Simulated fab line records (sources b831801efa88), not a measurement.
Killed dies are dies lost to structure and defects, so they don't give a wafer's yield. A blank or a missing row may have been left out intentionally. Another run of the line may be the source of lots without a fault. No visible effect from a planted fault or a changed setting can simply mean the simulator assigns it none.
Split-lot study -- flow gf180mcu -- 23 wafers read from 5 lots, route of 602 steps

## THE SPLIT ITSELF
At GF_V3_CVD_23 (deposits W, target thk 350 nm, time 104.9 s), the setting tempC was moved away from the recipe's 400 C on 9 of the 23 wafers read, by +1.2% to +2.1%. For the rest of the wafers, this setting stayed at what the recipe calls for.

## THE PATH FROM SPLIT TO READING: the file shows 1 step between them
- GF_V3_RS_MEAS_24: measures by four-point-probe

## THE READING
V3_W_THK, in nm, at GF_V3_THK_MEAS_25 (measures by xrf). On this fab line, fault-free wafers typically give 339 nm with a standard deviation of 8.9 nm.

wafer,"tool, chamber at the split","tempC as run, C",against the recipe,"V3_W_THK, nm",against lot-mates on the recipe
L074.3,"cvdW-01, 0",400,recipe,329,-
L074.4,"cvdW-01, 1",400,recipe,328,-
L074.5,"cvdW-01, 0",400,recipe,327,-
L079.1,"cvdW-02, 0",404.7,+1.2%,370,+27
L079.3,"cvdW-02, 0",400,recipe,340,-
L079.4,"cvdW-02, 1",400,recipe,346,-
L079.5,"cvdW-02, 1",404.7,+1.2%,384,+41
L079.6,"cvdW-02, 0",404.7,+1.2%,374,+31
L080.1,"cvdW-01, 1",408.4,+2.1%,403,+62
L080.2,"cvdW-01, 0",408.4,+2.1%,396,+54
L080.3,"cvdW-01, 1",400,recipe,340,-
L080.5,"cvdW-01, 1",400,recipe,343,-
L080.6,"cvdW-01, 0",408.4,+2.1%,399,+58
L081.1,"cvdW-02, 0",400,recipe,338,-
L081.3,"cvdW-02, 0",400,recipe,343,-
L081.4,"cvdW-02, 1",400,recipe,351,-
L081.5,"cvdW-02, 1",400,recipe,354,-
L081.6,"cvdW-02, 0",400,recipe,339,-
L082.2,"cvdW-02, 0",400,recipe,328,-
L082.3,"cvdW-02, 1",407.4,+1.8%,384,+52
L082.4,"cvdW-02, 0",407.4,+1.8%,376,+44
L082.5,"cvdW-02, 1",400,recipe,336,-
L082.6,"cvdW-02, 0",407.4,+1.8%,371,+39

THE FIT
A straight line over all 23 wafers: V3_W_THK changes by +26.1 nm for each +1% of tempC; r = +0.94; the points scatter about the line by 9 nm.
The same after taking each lot's own level away (the mean of its wafers on the recipe; 23 wafers): +26.4 nm for each +1%; r = +0.98; scatter 5.1 nm.
Per that fit: largest tempC move, reading shift of 55 nm.
The lots' own levels span 328.0 to 345.0 nm, that is 1.9 times the standard deviation above.
The two slopes are in agreement: the lot-to-lot level therefore moves the slope only a little.
Check: for one of the wafers moved furthest among these (+2.1%), held out of the fit, the line's prediction against its lot-mates is +54.3 nm. Against them it came out at +61.5 nm.

## ADDITIONAL SPLITS CARRIED BY THESE WAFERS
Note: prior to the reading, these wafers also went through further splits. Each is held against what the fit with the lots' levels taken away leaves over:
other split on the same wafers,wafers away from the commonest value,r with V3_W_THK (lot level and that fit taken away)
GF_M3_SPUTTER_00 timeS,7,-0.08
GF_V3_CVD_00 sih4FlowSccm,4,-0.23
GF_V3_PEB_12 pebTempC,11,+0.26

## THE WHOLE CHAIN: every reading that the file lists as answering this split, in the file's order
step,what it does,reading,change (the file's fit),r (the file's)
GF_V3_CVD_23,"deposits W, target thk 350 nm, time 104.9 s","W_of_V3_CVD_23.thkNm (the simulator's own value, which no gauge read)",+27 nm for each +1% of the setting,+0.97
GF_V3_RS_MEAS_24,measures by four-point-probe,V3_W_RS,-0.0226 for each +1% of the setting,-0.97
GF_V3_THK_MEAS_25,measures by xrf,V3_W_THK,+26.3 for each +1% of the setting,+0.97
GF_V3_CMP_26,"polishes, stops on SiO2, t overpolish 15 s, target thk 0 nm",timeToEndpointS,withheld for each +1% of the setting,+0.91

## THE FILE'S OWN FIT
V3_W_THK changes by +26.3 nm for each +1% of tempC, r = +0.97.
